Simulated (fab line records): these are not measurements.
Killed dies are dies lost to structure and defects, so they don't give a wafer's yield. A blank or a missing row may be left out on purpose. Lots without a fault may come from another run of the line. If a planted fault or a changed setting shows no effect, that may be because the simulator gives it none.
The tool behind it: which one? ; flow sky130 ; 14 lots with 42 wafers sampled at 2 steps, on a route of 708 steps

WHAT THE GAUGES SHOWED, per wafer
SKY_RES_PROTECT_TW_MEAS_08. Usual: POLY_GATE_TW 4089, standard deviation 41.
lot;measured;on;POLY_GATE_TW;flag
L532;day 15 19:34;film metro-01;4121 4116 4104;
L534;day 16 13:22;film metro-02;4061 4094 4090;
L535;day 16 19:48;film metro-01;4124 4134 4143;
L538;day 18 04:02;film metro-02;4105 4082 4081;
L539;day 18 09:27;film metro-01;4129 4144 4154;
L542;day 19 08:28;film metro-03;4029 4008 4028;
L544;day 20 08:35;film metro-03;4002 4011 4016;
L545;day 21 00:20;film metro-02;4077 4093 4088;
L546;day 21 02:03;film metro-01;4129 4136 4151;
L549;day 22 02:04;film metro-03;4000 4041 4027;
L550;day 23 07:37;film metro-02;4091 4079 4062;
L553;day 24 00:11;film metro-01;4113 4108 4115;
L551;day 24 00:29;film metro-01;4126 4130 4116;
L552;day 24 01:13;film metro-02;4085 4090 4086;

WHICH TOOL RAN EACH LOT (tool, then ch and the chambers of the sampled wafers, then the start)
lot;SKY_GATE_OXIDE_STRIP_13
L532;plasma asher-04 ch 0,1, day 14 12:49
L534;plasma asher-03 ch 0,1, day 15 06:47
L535;plasma asher-02 ch 0,1, day 15 12:25
L538;plasma asher-04 ch 0,1, day 16 12:50
L539;plasma asher-03 ch 0,1, day 17 01:05
L542;plasma asher-04 ch 0,1, day 17 21:16
L544;plasma asher-02 ch 0,1, day 18 23:16
L545;plasma asher-03 ch 0, day 19 14:54
L546;plasma asher-04 ch 0,1, day 19 15:12
L549;plasma asher-02 ch 0, day 20 16:42
L550;plasma asher-02 ch 0,1, day 21 22:21
L553;plasma asher-04 ch 1, day 22 14:55
L551;plasma asher-03 ch 1, day 22 15:23
L552;plasma asher-04 ch 0,1, day 22 15:33
- SKY_GATE_OXIDE_STRIP_13: strips in O2/N2.

AS READ BY THE TOOLS THEMSELVES (means over the sampled wafers that have a number; for cases with no such wafer, the mark the record gives instead)
SKY_GATE_OXIDE_STRIP_13. Usual: drypump motor current A 5.79 A, standard deviation 0.26; oes product au 0.715 a.u., standard deviation 0.0045; strip time to endpoint s 14.18 s, standard deviation 0.041.
lot;tool;drypump motor current A (A);oes product au (a.u.);strip time to endpoint s (s);flag
L532;plasma asher-04;5.80;0.715;14.15;
L534;plasma asher-03;5.96;0.711;14.21;
L535;plasma asher-02;5.69;0.714;14.21;
L538;plasma asher-04;5.68;0.719;14.23;
L539;plasma asher-03;5.94;0.717;14.21;
L542;plasma asher-04;5.65;0.714;14.17;
L544;plasma asher-02;5.69;0.713;14.17;
L545;plasma asher-03;6.08;0.715;14.16;
L546;plasma asher-04;5.65;0.713;14.25;
L549;plasma asher-02;6.13;0.715;14.11;
L550;plasma asher-02;5.70;0.719;14.10;
L553;plasma asher-04;5.94;0.715;14.15;
L551;plasma asher-03;5.72;0.716;14.15;
L552;plasma asher-04;5.67;0.718;14.19;

THE ANSWER, worked out from the rows above alone
Rule: lot off if the mean of its wafers having a number is beyond 3 standard deviations from the usual mean. Also off: a lot with no number at a reading for which 4 or more lots have one. Where the step has rows for the other lots, those lots are counted as sound. The gauges are gone through in route order, then the tools' own readings, and for those a lot's mean is taken as printed above. The first step at which some lot is off is used, and at that step the reading that is off furthest; a lot without a number counts as furthest.
Nothing can be told from this: no lot is off at any reading shown.

WHAT THE SIMULATOR HAD INSERTED
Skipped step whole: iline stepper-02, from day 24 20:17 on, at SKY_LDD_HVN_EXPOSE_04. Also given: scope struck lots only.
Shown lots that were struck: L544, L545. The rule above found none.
